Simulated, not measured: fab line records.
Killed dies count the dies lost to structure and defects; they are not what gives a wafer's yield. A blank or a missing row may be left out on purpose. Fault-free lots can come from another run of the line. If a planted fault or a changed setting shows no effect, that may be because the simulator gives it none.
fab line records | flow sfqLine
[record] lots = 14 wafers = 42 lastDay = 91
route steps=325 shown A5B@210
lots with no fault: from the same line, run without faults
startH: start of the lot's first displayed wafer, in hours after the record's first day | waitH: how many hours have passed since the lot's step before this one | " identical to the entry in the row above | L1.1+2: a row that stands for several wafers | - either no value or no given start | * or withheld: withheld | < > ~ a bound
route shown NAME@n: NAME is a module with steps in the file, n the number in the route of the first one | usual: mean/standard deviation of fault-free wafers | same: alike in all rows | chamber/n: place in a boat | sites: per-site readings | _std_site: their standard deviation | _edge_site: outer sites' mean less inner sites' | radiusMm: how far each site lies from the wafer's centre | mask NAME#n: copy n | behind: the tool/chamber that last shaped the wafer | hold: why the lot was held/for how many hours/how that ended | device: whichever transistor did not switch (one of n, p or np) | end of line: tests run on the same wafers once the route is complete | step lacking rows: just its recipe | killed: count of dies lost to structure and defects at first sort (not the wafer's yield) | map: shows each die of a wafer: x if killed, . if not, _ if none is there
set.NAME: the setting that was run; set.NAME@STEP: the one run at that earlier step | model.NAME: the simulator's own value behind a step, which no gauge read
route steps across a sampled set of lots; one table per step, one row per wafer
services: a tool's chamber out of use, with start hour (startH, from the record's first day; less than 0 if before it), hours out, and reason
[[steps]]
[step SFQ_TRILAYER_A5B_CMP_CMP_130]
[recipe] stopOn = Nb downForcePsi = 3 platenRpm = 60 targetThkNm = 340.7
[usual] edgeZonePressureFrac = 1.001/0.0051 headPressurePsi = 3.000/0.0069 motorCurrentA = 10.7/1.1 slurryFlowMlMin = 150.0/0.45
// columns lot.wafer tool chamber startH waitH edgeZonePressureFrac headPressurePsi motorCurrentA slurryFlowMlMin
L671.2 cmp-02 1 1359.52 2.3 1.001 3.001 10.0 149.4
L671.4 " 2 " " 0.999 3.008 10.7 150.1
L671.5 " 0 1361.02 3.7 0.998 3.009 11.3 149.9
L672.3 cmp-01 2 1367.03 2.6 1.002 3.005 9.2 150.3
L672.5 " 2 1369.03 4.5 1.009 3.008 8.5 149.9
L672.6 " 3 " " 0.992 3.019 12.9 149.8
L673.1 cmp-02 0 1368.52 1.7 0.999 3.009 10.9 148.8
L673.4 " 2 1369.52 2.6 1.006 2.994 10.6 150.4
L673.6 " 3 " " 1.003 2.996 11.1 149.2
L676.4 cmp-02 0 1380.52 4.0 0.998 3.006 11.4 150.6
L676.3 " 1 " " 0.997 3.001 10.2 149.9
L676.6 " 3 1382.02 5.5 1.001 2.987 11.2 149.9
L680.2 cmp-01 0 1413.00 0.5 - - - -
L680.3 " 2 1414.00 1.5 - - - -
L680.5 " 0 1415.00 2.5 - - - -
L681.1 cmp-02 0 1437.23 0.0 - - - -
L681.4 " 1 " " - - - -
L681.2 " 3 1438.73 1.5 - - - -
L685.1 cmp-01 1 1449.35 0.0 1.002 3.012 9.6 150.1
L685.2 " 3 1450.35 1.0 1.003 2.992 12.0 150.0
L685.5 " 1 1451.35 2.0 1.000 3.002 9.5 149.9
L686.3 cmp-02 3 1454.15 0.0 1.011 3.000 11.3 150.0
L686.2 " 0 " " 0.999 2.993 11.5 149.3
L686.5 " 0 1456.65 2.5 1.005 2.991 11.0 149.6
L687.4 cmp-01 0 1459.08 0.0 1.009 3.005 11.9 149.2
L687.3 " 2 1460.08 1.0 0.998 2.997 8.6 150.5
L687.6 " 0 1461.08 2.0 1.004 3.011 11.7 149.4
L689.1 cmp-02 3 1473.48 0.0 0.996 2.989 10.7 150.1
L689.4 " 0 " " 1.011 3.002 11.4 149.2
L689.2 " 2 1474.98 1.5 1.004 3.008 10.9 150.0
L690.3 cmp-02 1 1488.52 0.7 1.005 2.998 9.8 149.8
L690.2 " 2 " " 0.997 2.992 10.1 149.9
L690.4 " 3 " " 1.000 3.000 11.6 149.9
L691.4 cmp-01 1 1496.53 0.0 0.991 2.991 9.5 149.5
L691.2 " 2 " " 0.995 3.010 8.8 150.2
L691.6 " 1 1498.53 2.0 0.999 3.004 9.9 149.6
L692.2 cmp-02 1 1504.93 0.0 1.008 3.000 9.9 150.3
L692.4 " 2 " " 1.007 3.008 10.1 150.6
L692.3 " 3 " " 0.988 3.001 11.4 149.2
L694.3 cmp-02 3 1516.38 0.0 1.007 2.994 11.3 149.8
L694.2 " 1 1517.38 1.0 1.001 2.989 10.2 150.7
L694.5 " 0 1518.88 2.5 1.002 2.989 11.1 149.8
[step SFQ_TRILAYER_A5B_METRO_MEASURE_131]
[usual] thkNm = 344/5.7
// columns lot.wafer tool chamber startH waitH thkNm
L671.2 filmMetro-02 - 1362.22 2.2 339
L671.4 " - " " 337
L671.5 " - " " 340
L672.3 filmMetro-03 - 1370.43 2.9 350
L672.5 " - " " 347
L672.6 " - " " 336
L673.1 filmMetro-04 - 1371.02 2.0 348
L673.4 " - " " 344
L673.6 " - " " 351
L676.3 filmMetro-03 - 1383.42 1.9 336
L676.4 " - " " 339
L676.6 " - " " 346
L680.2 filmMetro-02 - 1415.70 2.2 587
L680.3 " - " " 590
L680.5 " - " " 601
L681.1 filmMetro-03 - 1440.23 2.5 591
L681.2 " - " " 582
L681.4 " - " " 596
L685.1 filmMetro-04 - 1452.35 2.5 347
L685.2 " - " " 337
L685.5 " - " " 343
L686.2 filmMetro-03 - 1457.35 2.2 343
L686.3 " - " " 344
L686.5 " - " " 344
L687.3 filmMetro-03 - 1462.48 1.9 347
L687.4 " - " " 357
L687.6 " - " " 353
L689.1 filmMetro-04 - 1476.48 2.5 352
L689.2 " - " " 341
L689.4 " - " " 349
L690.2 filmMetro-03 - 1491.22 1.7 338
L690.3 " - " " 343
L690.4 " - " " 341
L691.2 filmMetro-02 - 1499.73 2.2 350
L691.4 " - " " 349
L691.6 " - " " 345
L692.2 filmMetro-02 - 1508.13 2.7 341
L692.3 " - " " 348
L692.4 " - " " 338
L694.2 filmMetro-02 - 1519.58 1.7 341
L694.3 " - " " 349
L694.5 " - " " 343
[[services]]
// columns tool chamber startH hours kind
filmMetro-04 - 1355.30 0.8 pm
cmp-02 - 1386.26 1.4 repair
filmMetro-02 - 1392.58 0.4 pm
cmp-02 - 1410.07 5.9 pm
cmp-02 - 1416.07 0.6 repair
filmMetro-03 - 1423.66 0.7 pm
cmp-02 - 1429.46 4.0 pm
cmp-02 - 1433.46 - consumableReplace:conditioner
cmp-02 - 1433.46 - consumableReplace:pad
filmMetro-03 - 1442.20 1.4 pm
filmMetro-03 - 1469.56 10.6 repair
filmMetro-02 - 1472.93 0.6 pm
filmMetro-02 - 1498.01 1.2 pm
filmMetro-03 - 1508.94 1.9 pm
[[key]]
[firstSign] step = SFQ_TRILAYER_A5B_CMP_CMP_130 reading = toolRecord direction = missing
[effect] step = SFQ_TRILAYER_A5B_METRO_MEASURE_131 reading = thkNm direction = up sigmas = 43 usual = 344 struck = 591
metAt SFQ_TRILAYER_A5B_CMP_CMP_130
struckLots L680,L681
onsetBetween 1380.52 1413.00
[fault] kind = skippedStepWhole tool = cmp-01,cmp-02 chamber = - onsetH = 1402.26 steps = SFQ_TRILAYER_A5B_CMP_CMP_130 scope = struckLotsOnly
